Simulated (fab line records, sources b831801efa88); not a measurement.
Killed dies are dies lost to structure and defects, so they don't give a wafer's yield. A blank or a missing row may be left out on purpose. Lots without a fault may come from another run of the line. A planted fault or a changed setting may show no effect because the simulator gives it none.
A struck lot beside a sound one | flow sfq_line | 42 steps out of a route of 325
Sound: wafers L982.1, L982.3, L982.5. Struck: wafers L987.4, L987.6. (L987.2 of the same lot was not struck and is left out.) The cause comes at the end.
At each step with rows: each side's tool, then ch and its chambers, then its first start. Under that, the readings that differ: sound wafers | struck wafers | difference of the means | sigmas: that difference in standard deviations of wafers without a fault.
alike: readings whose means differ by less than 2 such deviations, and words and numbers that are the same on both sides. not compared: withheld readings, readings that some wafer has no value for, bounds like >300 that may hide the same value, and numbers for which the record gives no deviation and whose values overlap.
The two part at a step that has a row with sigmas, a row that says differs or no value, or rows on one side only. Numbers that don't overlap but have no deviation are shown without sigmas and don't part them. A reading that every wafer of one side lacks parts them only if that side has two wafers or more.

first, 6 steps without rows for these wafers: SFQ_TRILAYER_M1_LITHO_COAT_044 (resist thk 62 nm); SFQ_TRILAYER_M1_LITHO_COAT_039 (resist thk 600 nm); SFQ_TRILAYER_M1_LITHO_SOFTBAKE_043; SFQ_TRILAYER_M1_LITHO_EXPOSE_040 (exposes mask M1, target cd 500 nm); SFQ_TRILAYER_M1_LITHO_PEB_042 (peb time 60 s); SFQ_TRILAYER_M1_LITHO_DEVELOP_041 (time 60 s).
SFQ_M1_OVL_MEAS_911:
  sound on overlay-01, day 23 04:01; struck on overlay-01, day 26 04:11
  alike: M1_OVL
then, 2 steps without rows for these wafers: SFQ_TRILAYER_M1_BARC_OPEN_METAL_ETCH_054 (etches BARC in O2, target depth 125 nm, time 41.7 s); SFQ_TRILAYER_M1_ETCH_METAL_ETCH_042 (etches Nb in Cl2/Ar, stops on SiO2, target depth 240 nm, time 120 s).
SFQ_TRILAYER_M1_STRIP_STRIP_043: strips in O2.
  sound on rie_metal-04 ch 0,1, day 23 04:14; struck on rie_metal-04 ch 0,1, day 26 04:24
  alike: drypump_motor_current_A, he_backside_leak_sccm, oes_product_au
  not compared: rf_hours_counter_h
then, 1 step without rows for these wafers: SFQ_TRILAYER_M1_STRIP_SOLV_CLEAN_044 (cleans in NMP, time 600 s).
SFQ_TRILAYER_I1_DEP_PECVD_045: deposits SiO2 from SiH4/N2O, time 111.11 s, target thk 500 nm.
  sound on pecvd-01 ch 1,2, day 23 05:01; struck on pecvd-01 ch 0,1, day 26 05:11
  alike: chamber_pressure_Torr, heater_power_outer_w, heater_power_w, rf_fwd_power_W, throttle_valve_pct
SFQ_TRILAYER_I1_CMP_CMP_046: polishes SiO2.
  sound on cmp-01 ch 0,2, day 23 05:35; struck on cmp-01 ch 0, day 26 05:16
  reading                                             | sound             | struck      | difference | sigmas
  time_to_endpoint_s (s)                              | 210 215 216       | 173 170     | -42        | -5
  model.SiO2_of_TRILAYER_I1_DEP_PECVD_045.thk_nm (nm) | 200.5 200.3 201.7 | 250.7 249.3 | +49.2      |
  alike: motor_current_A, slurry_flow_ml_min
SFQ_I1_BOW_MEAS_912:
  sound on film_metro-01, day 23 08:05; struck on film_metro-03, day 26 08:17
  alike: I1_BOW
SFQ_TRILAYER_I1_METRO_MEASURE_047:
  sound on film_metro-01, day 23 08:13; struck on film_metro-03, day 26 08:35
  reading     | sound             | struck      | difference | sigmas
  thk_nm (nm) | 200.7 200.2 201.9 | 250.5 249.4 | +49.0      | +41
then, 6 steps without rows for these wafers: SFQ_TRILAYER_I1_VIA_LITHO_COAT_054 (resist thk 62 nm); SFQ_TRILAYER_I1_VIA_LITHO_COAT_049 (resist thk 650 nm); SFQ_TRILAYER_I1_VIA_LITHO_SOFTBAKE_053; SFQ_TRILAYER_I1_VIA_LITHO_EXPOSE_050 (exposes mask I1, target cd 500 nm); SFQ_TRILAYER_I1_VIA_LITHO_PEB_052 (peb time 60 s); SFQ_TRILAYER_I1_VIA_LITHO_DEVELOP_051 (time 60 s).
SFQ_I1_OVL_MEAS_913:
  sound on overlay-01, day 27 21:14; struck on overlay-01, day 28 03:14
  alike: I1_OVL
SFQ_TRILAYER_I1_VIA_BARC_OPEN_VIA_ETCH_071: etches BARC in O2, target depth 125 nm, time 41.7 s.
  sound on rie_diel-01 ch 1,2,3, day 27 21:16; struck on rie_diel-01 ch 1,2, day 28 03:16
  reading            | sound             | struck      | difference | sigmas
  rf_fwd_power_W (W) | 496.9 494.6 495.2 | 491.2 492.2 | -3.9       | -2
  alike: drypump_motor_current_A, oes_product_au
  not compared: rf_hours_counter_h
SFQ_TRILAYER_I1_VIA_ETCH_VIA_ETCH_052: etches SiO2 in CHF3, stops on Nb, target depth 260 nm.
  sound on rie_diel-01 ch 1,2,3, day 27 21:18; struck on rie_diel-01 ch 1,2, day 28 03:18
  reading                        | sound             | struck      | difference | sigmas
  oes_product_au (a.u.)          | 0.853 0.860 0.851 | 0.972 0.981 | +0.122     | +23
  model.I1.feature_depth_nm (nm) | 200.5 200.3 201.7 | 250.7 249.3 | +49.2      |
  model.etch.depth_nm (nm)       | 200.5 200.3 201.7 | 250.7 249.3 | +49.2      |
  alike: drypump_motor_current_A, rf_fwd_power_W
then, 2 steps without rows for these wafers: SFQ_TRILAYER_I1_VIA_STRIP_STRIP_053 (strips in O2); SFQ_TRILAYER_I1_VIA_STRIP_SOLV_CLEAN_054 (cleans in NMP, time 600 s).
SFQ_TRILAYER_M2_DEP_PRE_CLEAN_056: time 22.5 s.
  sound on pvd_sputter-06, day 27 22:11; struck on pvd_sputter-06, day 28 04:11
  reading                                             | sound           | struck      | difference | sigmas
  model.SiO2_of_TRILAYER_I1_DEP_PECVD_045.thk_nm (nm) | 193 192.8 194.2 | 243.2 241.8 | +49.2      |
SFQ_TRILAYER_M2_DEP_SPUTTER_055: material Nb, target thk 200 nm, time 133.3 s.
  sound on pvd_sputter-06, day 27 22:13; struck on pvd_sputter-06, day 28 04:13
  alike: throttle_valve_pct
SFQ_M2_RS_MEAS_914: measures by four-point-probe.
  sound on film_metro-03, day 27 22:19; struck on film_metro-02, day 28 04:20
  alike: M2_NB_RS
then, 6 steps without rows for these wafers: SFQ_TRILAYER_M2_LITHO_COAT_062 (resist thk 62 nm); SFQ_TRILAYER_M2_LITHO_COAT_057 (resist thk 600 nm); SFQ_TRILAYER_M2_LITHO_SOFTBAKE_061; SFQ_TRILAYER_M2_LITHO_EXPOSE_058 (exposes mask M2, target cd 500 nm); SFQ_TRILAYER_M2_LITHO_PEB_060 (peb time 60 s); SFQ_TRILAYER_M2_LITHO_DEVELOP_059 (time 60 s).
-- the record jumps here: 6 days lie between the struck wafers' starts before and after --
SFQ_M2_OVL_MEAS_916:
  sound on overlay-02, day 34 00:50; struck on overlay-01, day 34 10:26
  alike: M2_OVL
then, 1 step without rows for these wafers: SFQ_TRILAYER_M2_BARC_OPEN_METAL_ETCH_077 (etches BARC in O2, target depth 125 nm, time 41.7 s).
SFQ_TRILAYER_M2_ETCH_METAL_ETCH_060: etches Nb in Cl2/Ar, stops on SiO2, target depth 240 nm, time 120 s.
  sound on rie_metal-03 ch 0,1, day 34 00:56; struck on rie_metal-03 ch 0,1, day 34 10:32
  alike: drypump_motor_current_A, he_backside_leak_sccm, oes_product_au, rf_fwd_power_W
  not compared: rf_hours_counter_h
then, 3 steps without rows for these wafers: SFQ_TRILAYER_M2_STRIP_STRIP_061 (strips in O2); SFQ_TRILAYER_M2_STRIP_SOLV_CLEAN_062 (cleans in NMP, time 600 s); SFQ_TRILAYER_I2_DEP_PECVD_063 (deposits SiO2 from SiH4/N2O, time 111.11 s, target thk 500 nm).
-- the record jumps here: 46 days lie between the struck wafers' starts before and after --
SFQ_M8_BOW_MEAS_951:
  sound on film_metro-04, day 77 06:01; struck on film_metro-04, day 80 07:47
  reading                 | sound             | struck      | difference | sigmas
  model.etest.i1.link_ohm | 1.952 1.961 1.959 | 2.002 1.992 | +0.040     |
  alike: M8_BOW

WHERE THEY PART
First at SFQ_TRILAYER_I1_CMP_CMP_046; last, within this record, at SFQ_TRILAYER_I1_VIA_ETCH_VIA_ETCH_052. Later steps at which nothing parts them and some readings are alike: SFQ_TRILAYER_M2_DEP_SPUTTER_055, SFQ_M2_RS_MEAS_914, SFQ_M2_OVL_MEAS_916, SFQ_TRILAYER_M2_ETCH_METAL_ETCH_060, SFQ_M8_BOW_MEAS_951.

WHY: what the simulator had put in
Process parameter drift: cmp-01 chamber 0, from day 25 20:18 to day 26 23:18, at SFQ_TRILAYER_I1_CMP_CMP_046. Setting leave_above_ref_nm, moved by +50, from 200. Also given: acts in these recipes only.
